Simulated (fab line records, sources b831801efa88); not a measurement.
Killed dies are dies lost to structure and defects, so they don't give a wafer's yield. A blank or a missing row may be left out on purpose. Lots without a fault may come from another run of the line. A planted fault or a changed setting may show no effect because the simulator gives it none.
A struck lot beside a sound one | flow sky130 | 14 steps out of a route of 708
Sound: wafers L744.2, L744.3, L744.5. Struck: wafers L761.1, L761.2, L761.3. The cause comes at the end.
At each step with rows: each side's tool, then ch and its chambers, then its first start. Under that, the readings that differ: sound wafers | struck wafers | difference of the means | sigmas: that difference in standard deviations of wafers without a fault.
alike: readings whose means differ by less than 2 such deviations, and words and numbers that are the same on both sides. not compared: withheld readings, readings that some wafer has no value for, bounds like >300 that may hide the same value, and numbers for which the record gives no deviation and whose values overlap.
The two part at a step that has a row with sigmas, a row that says differs or no value, or rows on one side only. Numbers that don't overlap but have no deviation are shown without sigmas and don't part them. A reading that every wafer of one side lacks parts them only if that side has two wafers or more.

SKY_CAPM_METAL_ETCH_13: etches TiN in Cl2/BCl3, stops on SiO2, target depth 220 nm, time 62.9 s.
  sound on rie_metal-02 ch 0,1, day 40 05:35; struck on rie_metal-03 ch 0,1, day 43 21:35
  reading                     | sound       | struck      | difference | sigmas
  drypump_motor_current_A (A) | 5.8 5.9 5.9 | 5.1 5.5 5.0 | -0.7       | -2
  alike: oes_product_au, throttle_valve_pct
  not compared: rf_hours_counter_h
SKY_CAPM_STRIP_14: strips in O2/N2.
  sound on plasma_asher-04 ch 0, day 40 05:40; struck on plasma_asher-02 ch 0,1, day 43 21:40
  alike: drypump_motor_current_A, oes_product_au, strip_time_to_endpoint_s
  not compared: rf_hours_counter_h
then, 10 steps without rows for these wafers: SKY_CAPM_STRIP_15 (strips in post etch residue remover, time 1200 s); SKY_CAPM_CLEAN_16 (cleans in IPA, time 180 s); SKY_CAPM_CLEAN_17 (cleans in O3/DIW); SKY_METAL3_DEHYDRATE_05 (time 60 s); SKY_METAL3_HMDS_06 (prime time 60 s); SKY_METAL3_COAT_07 (resist thk 60 nm); SKY_METAL3_COAT_08 (resist thk 1140 nm); SKY_METAL3_SOFTBAKE_09 (time 90 s); SKY_METAL3_EXPOSE_10 (exposes mask MM3, target cd 300 nm); SKY_METAL3_PEB_11.
SKY_METAL3_DEVELOP_12: develop time 60 s.
  sound on litho_track-04 ch 0, day 41 05:00; struck on litho_track-01, day 44 20:00
  no value came back on the struck wafers for chill_plate_temp_C (C), develop_time_s (s); on the sound wafers chill_plate_temp_C (C) reads 23.06 22.82 22.81
  reading                                       | sound          | struck         | difference | sigmas
  model.KrF-thick_of_METAL3_COAT_08.thk_nm (nm) | 1130 1128 1130 | 1142 1140 1142 | +12        |
SKY_METAL3_CD_MEAS_13: target cd 300 nm.
  sound on cd_sem-01, day 41 05:37; struck on cd_sem-02, day 44 20:14
  reading    | sound             | struck | difference                    | sigmas
  cd_nm (nm) | 299.8 299.1 298.6 | - - -  | no value on the struck wafers |

WHERE THEY PART
First at SKY_CAPM_METAL_ETCH_13; last, within this record, at SKY_METAL3_CD_MEAS_13.

WHY: what the simulator had put in
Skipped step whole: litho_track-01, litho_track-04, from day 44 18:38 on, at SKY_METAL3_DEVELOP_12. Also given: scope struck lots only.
